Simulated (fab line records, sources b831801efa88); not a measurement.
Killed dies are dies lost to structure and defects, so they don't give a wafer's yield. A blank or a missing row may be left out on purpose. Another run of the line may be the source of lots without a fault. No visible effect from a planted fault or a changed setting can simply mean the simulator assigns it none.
fab line records | flow gf180mcu
record lots=13 wafers=39 lastDay=34
route steps=602 shown HV_LDD@197 CONTACT@305 M1@317 V1@339
lots untouched by any fault: they come from a run of this same line in which no faults occurred
startH: hours from the record's first day to the start of the lot's first wafer shown | waitH: hours elapsed since this lot's preceding step | " unchanged from the row above | L1.1+2: several wafers, shown together as one row | - no value present, or no start provided | * or withheld: withheld | < > ~ a bound
route shown NAME@n: names a module that has steps shown in the file, with the first one's number in the route | usual: average and standard deviation across the fault-free wafers | same: alike in all rows | chamber/n: place in a boat | sites: each site's reading | _std_site: the values' standard deviation | _edge_site: the outer-site mean with the inner-site mean subtracted | radiusMm: how far each site lies from the wafer's centre | mask NAME#n: copy n | behind: tool/chamber where the wafer was last shaped | hold: reason for holding the lot/hours on hold/outcome of the hold | device: which transistor (n, p or np) failed to switch | end of line: the same wafers' tests at the end of the route | where a step has no rows: the recipe by itself | killed: dies lost to structure and defects at the first sort, not the wafer's yield | map: a wafer's dies, x killed, . not, _ none there
set.NAME: the setting the step ran with; set.NAME@STEP: the setting that earlier step ran with | model.NAME: the simulator's own value behind a step, which no gauge read
a sample of lots followed through the steps of the route, with each step as a table and each wafer as a row
services: a tool's chamber out of use, with start hour (startH, from the record's first day; less than 0 if before it), hours out, and reason
## steps
# step GF_HV_LDD_IMPLANT_21
# recipe species=BF2 energyKev=25 doseCm2=5e+13 tiltDeg=7
# usual beamEnergyKeV=25.000/0.0084 beamOnS=10.02/0.2 faradayCurrentUA=281/5.6
# columns lot.wafer tool chamber startH waitH beamEnergyKeV beamOnS faradayCurrentUA
L764.2 implanter-04 0 233.90 0.0 25.006 10.37 271
L764.3 " 0 " " 25.001 9.86 285
L764.4 " 0 " " 25.009 10.10 280
L765.3 implanter-02 0 245.51 0.1 24.993 10.12 279
L765.5 " 0 " " 25.000 9.77 289
L765.6 " 0 " " 24.999 10.06 281
L766.2 implanter-02 0 247.09 0.0 25.000 9.98 282
L766.3 " 0 " " 25.012 9.65 292
L766.4 " 0 " " 25.007 9.62 294
L768.2 implanter-04 0 262.54 0.0 25.001 10.13 277
L768.3 " 0 " " 24.996 10.24 275
L768.6 " 0 " " 24.998 10.11 278
L770.1 implanter-01 0 276.31 0.0 17.710 9.95 282
L770.2 " 0 " " 17.719 9.80 287
L770.3 " 0 " " 17.726 10.02 280
L773.1 implanter-01 0 301.41 0.0 17.706 9.57 294
L773.3 " 0 " " 17.702 10.18 277
L773.6 " 0 " " 17.717 10.25 275
L780.1 implanter-04 0 356.61 0.0 25.004 9.97 282
L780.4 " 0 " " 25.000 9.90 285
L780.5 " 0 " " 25.000 9.80 286
L782.1 implanter-04 0 368.02 0.0 24.986 10.35 274
L782.3 " 0 " " 24.992 9.96 284
L782.4 " 0 " " 24.983 10.00 282
L783.1 implanter-01 0 376.97 0.0 24.994 10.23 276
L783.2 " 0 " " 24.996 9.71 290
L783.6 " 0 " " 24.982 10.12 277
L784.1 implanter-04 0 389.32 0.0 24.998 10.10 279
L784.2 " 0 " " 24.999 9.75 289
L784.6 " 0 " " 25.001 9.98 281
L785.1 implanter-01 0 410.97 0.0 25.003 10.09 278
L785.2 " 0 " " 24.997 10.12 279
L785.3 " 0 " " 25.005 10.01 281
L786.1 implanter-01 0 414.67 0.0 24.995 9.98 281
L786.2 " 0 " " 24.986 10.26 273
L786.4 " 0 " " 24.991 10.22 276
L787.1 implanter-04 0 425.85 0.0 24.998 9.73 289
L787.3 " 0 " " 25.005 10.09 280
L787.4 " 0 " " 25.003 10.15 277
# step GF_HV_LDD_TW_MEAS_23
# usual HV_LDD_2_TW=1055/11
# columns lot.wafer tool chamber startH waitH HV_LDD_2_TW
L764.2 filmMetro-03 - 234.14 0.1 1075
L764.3 " - " " 1066
L764.4 " - " " 1075
L765.3 filmMetro-04 - 245.73 0.1 1059
L765.5 " - " " 1061
L765.6 " - " " 1061
L766.2 filmMetro-03 - 247.32 0.1 1061
L766.3 " - " " 1070
L766.4 " - " " 1067
L768.2 filmMetro-04 - 262.77 0.1 1062
L768.3 " - " " 1066
L768.6 " - " " 1067
L770.1 filmMetro-04 - 276.56 0.1 960
L770.2 " - " " 964
L770.3 " - " " 958
L773.1 filmMetro-04 - 301.66 0.1 955
L773.3 " - " " 957
L773.6 " - " " 951
L780.1 filmMetro-02 - 356.86 0.1 1043
L780.4 " - " " 1042
L780.5 " - " " 1042
L782.1 filmMetro-04 - 368.27 0.1 1046
L782.3 " - " " 1052
L782.4 " - " " 1048
L783.1 filmMetro-04 - 377.22 0.1 1050
L783.2 " - " " 1053
L783.6 " - " " 1044
L784.1 filmMetro-04 - 389.57 0.1 1054
L784.2 " - " " 1057
L784.6 " - " " 1054
L785.1 filmMetro-04 - 411.22 0.1 1048
L785.2 " - " " 1050
L785.3 " - " " 1055
L786.1 filmMetro-03 - 414.92 0.1 1066
L786.2 " - " " 1071
L786.4 " - " " 1067
L787.1 filmMetro-02 - 426.10 0.1 1043
L787.3 " - " " 1049
L787.4 " - " " 1046
# step GF_CONTACT_STRIP_18
# recipe chemistry=O2/N2 powerW=1400 pressureMtorr=1500 platenTempC=250 o2FlowSccm=3000 n2FlowSccm=300 overashFraction=0.5
# usual drypumpMotorCurrentA=5.5/0.48 heaterPowerW=328/19 oesProductAu=0.579/0.0052
# columns lot.wafer tool chamber startH waitH drypumpMotorCurrentA heaterPowerW oesProductAu rfHoursCounterH
L764.2 plasmaAsher-01 1 361.69 - 5.0 344 0.584 61
L764.3 " 0 " " 5.6 306 0.577 -
L764.4 " 1 " " 5.0 337 0.585 -
L765.3 plasmaAsher-01 1 372.32 - 4.9 335 0.571 -
L765.5 " 0 " " 5.6 309 0.583 -
L765.6 " 1 " " 4.9 339 0.582 -
L766.2 plasmaAsher-03 1 377.37 - 6.1 343 0.583 25
L766.3 " 0 " " 5.1 327 0.574 -
L766.4 " 1 " " 6.1 340 0.592 -
L768.2 plasmaAsher-01 0 394.99 - 5.6 306 0.571 64
L768.3 " 0 " " 5.6 316 0.580 -
L768.6 " 0 " " 5.6 310 0.587 -
L770.1 plasmaAsher-01 0 410.19 - 5.6 303 0.591 66
L770.2 " 1 " " 5.0 351 0.583 66
L770.3 " 1 " " 5.0 340 0.580 -
L773.1 plasmaAsher-03 0 442.74 - 5.1 331 0.581 32
L773.3 " 1 " " 6.1 335 0.577 -
L773.6 " 1 " " 6.2 336 0.569 -
L780.1 plasmaAsher-01 1 505.32 - 5.0 341 0.576 76
L780.4 " 0 " " 5.6 301 0.585 -
L780.5 " 0 " " 5.7 307 0.587 -
L782.1 plasmaAsher-01 1 516.87 - 5.0 348 0.588 77
L782.3 " 1 " " 4.9 345 0.582 -
L782.4 " 0 " " 5.6 315 0.585 -
L783.1 plasmaAsher-04 1 525.47 - 6.2 292 0.590 90
L783.2 " 0 " " 5.6 342 0.579 90
L783.6 " 1 " " 6.2 286 0.571 -
L784.1 plasmaAsher-01 1 537.67 - 4.9 339 0.581 80
L784.2 " 0 " " 5.6 307 0.581 80
L784.6 " 1 " " 4.9 344 0.586 -
L785.1 plasmaAsher-03 0 559.18 - 5.0 328 0.575 44
L785.2 " 1 " " 6.1 348 0.580 44
L785.3 " 0 " " 5.0 323 0.581 -
L786.1 plasmaAsher-03 1 560.82 - 6.2 343 0.569 44
L786.2 " 0 " " 5.1 325 0.575 44
L786.4 " 0 " " 5.1 332 0.581 -
L787.1 plasmaAsher-01 0 574.08 - 5.6 308 0.582 83
L787.3 " 1 " " 5.0 345 0.582 -
L787.4 " 0 " " 5.6 306 0.587 -
# step GF_M1_SPUTTER_02
# recipe material=AlCu targetThkNm=450 powerW=10600 timeS=23.9 chamberPressurePa=0.4
# usual throttleValvePct=30.1/1.3
# columns lot.wafer tool chamber startH waitH throttleValvePct
L764.2 pvdSputter-04 - 362.92 0.0 28.7
L764.3 " - " " 30.0
L764.4 " - " " 28.7
L765.3 pvdSputter-02 - 373.40 0.0 29.5
L765.5 " - " " 29.6
L765.6 " - " " 33.0
L766.2 pvdSputter-01 - 378.48 0.0 29.3
L766.3 " - " " 30.8
L766.4 " - " " 29.2
L768.2 pvdSputter-02 - 396.09 0.0 29.9
L768.3 " - " " 31.2
L768.6 " - " " 29.4
L770.1 pvdSputter-04 - 411.32 0.0 28.8
L770.2 " - " " 28.7
L770.3 " - " " 29.8
L773.1 pvdSputter-02 - 443.95 0.0 29.4
L773.3 " - " " 31.1
L773.6 " - " " 29.7
L780.1 pvdSputter-02 - 506.44 0.0 29.4
L780.4 " - " " 31.0
L780.5 " - " " 29.7
L782.1 pvdSputter-02 - 518.00 0.0 29.6
L782.3 " - " " 31.1
L782.4 " - " " 33.1
L783.1 pvdSputter-04 - 526.58 0.0 29.6
L783.2 " - " " 28.6
L783.6 " - " " 28.8
L784.1 pvdSputter-02 - 538.77 0.0 33.0
L784.2 " - " " 30.0
L784.6 " - " " 29.7
L785.1 pvdSputter-04 - 560.30 0.0 28.7
L785.2 " - " " 29.6
L785.3 " - " " 29.7
L786.1 pvdSputter-02 - 561.92 0.0 29.5
L786.2 " - " " 29.9
L786.4 " - " " 31.5
L787.1 pvdSputter-01 - 575.29 0.0 30.7
L787.3 " - " " 29.7
L787.4 " - " " 29.1
# step GF_V1_CMP_04
# recipe material=SiO2 downForcePsi=4 platenRpm=60 padVelocityMS=0.94248
# usual motorCurrentA=12.2/1 timeToEndpointS=82/4.5
# columns lot.wafer tool chamber startH waitH motorCurrentA timeToEndpointS
L764.3 cmp-01 0 386.67 0.2 12.5 86
L764.2 " 2 " " 13.8 80
L764.4 " 3 " " 11.8 83
L765.3 cmp-02 3 397.78 0.1 13.2 78
L765.5 " 1 " " 10.6 81
L765.6 " 2 " " 12.2 83
L766.3 cmp-01 2 402.64 0.0 14.4 76
L766.4 " 0 " " 11.9 74
L766.2 " 1 " " 12.7 76
L768.2 cmp-02 3 419.61 0.0 13.6 69
L768.3 " 2 " " 11.7 74
L768.6 " 3 " " 14.0 80
L770.2 cmp-01 3 436.44 0.0 11.7 73
L770.3 " 0 " " 12.0 76
L770.1 " 1 " " 12.9 79
L773.1 cmp-01 3 469.91 0.1 11.7 80
L773.3 " 0 " " 11.5 87
L773.6 " 3 " " 11.3 84
L780.4 cmp-02 3 530.28 0.1 14.3 78
L780.1 " 1 " " 10.6 80
L780.5 " 3 " " 14.4 79
L782.3 cmp-01 3 541.40 0.0 11.5 79
L782.4 " 0 " " 11.2 82
L782.1 " 1 " " 12.4 78
L783.1 cmp-02 3 550.01 0.1 14.3 79
L783.2 " 0 " " 11.0 80
L783.6 " 1 " " 10.8 84
L784.2 cmp-01 1 562.04 0.1 12.8 78
L784.1 " 2 " " 13.3 80
L784.6 " 0 " " 12.5 87
L785.2 cmp-01 0 582.80 0.0 11.3 83
L785.3 " 1 " " 12.6 81
L785.1 " 2 " " 13.5 81
L786.2 cmp-02 3 584.57 0.0 14.1 77
L786.4 " 0 " " 12.0 82
L786.1 " 2 " " 11.9 79
L787.1 cmp-02 0 597.55 0.1 11.6 81
L787.3 " 2 " " 12.1 86
L787.4 " 3 " " 13.4 81
## services
# columns tool chamber startH hours kind
implanter-01 - 219.62 9.0 pm
pvdSputter-02 - 228.64 3.7 repair
implanter-04 - 229.95 1.3 repair
cmp-01 - 232.00 4.0 pm
implanter-04 - 237.96 2.8 pm
pvdSputter-02 - 245.74 4.4 repair
cmp-01 - 289.67 1.2 repair
cmp-01 - 325.76 11.5 repair
cmp-02 - 333.58 1.5 repair
cmp-02 - 383.53 9.2 pm
cmp-01 - 387.21 1.0 repair
implanter-04 - 394.60 2.1 repair
cmp-02 - 404.60 4.0 pm
implanter-04 - 436.74 3.5 pm
plasmaAsher-01 - 440.60 0.4 repair
cmp-01 - 454.58 5.0 pm
implanter-04 - 461.10 5.4 repair
cmp-01 - 463.01 1.2 repair
cmp-01 - 485.88 2.4 repair
cmp-02 - 496.89 4.7 pm
cmp-01 - 550.93 0.3 repair
cmp-01 - 572.23 4.0 pm
implanter-04 - 585.64 1.6 repair
cmp-01 - 597.24 4.9 repair
## key
firstSign step=GF_HV_LDD_IMPLANT_21 reading=beamEnergyKeV direction=down sigmas=99+ usual=25.000 struck=17.713
effect step=GF_HV_LDD_TW_MEAS_23 reading=HV_LDD_2_TW direction=down sigmas=8.8 usual=1055 struck=957
metAt GF_HV_LDD_IMPLANT_21
struckLots L770,L773
testerLeftOut L770,L773
notActingAt GF_CONTACT_STRIP_18,GF_M1_SPUTTER_02,GF_V1_CMP_04
fault kind=processParameterDrift tool=implanter-01 chamber=- onsetH=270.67 steps=GF_HV_LDD_IMPLANT_21 channel=energyKev offset=-7.2868 shape=step endH=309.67 actsIn=theseRecipesOnly stated=25
# testerLeftOut: of these lots the tester's yield and bins aren't shown, on N5 and GAA mostly nor the transistor test; their killed dies are dies lost to structure and defects alone, not to doping, threshold or leakage, so they don't give the yield
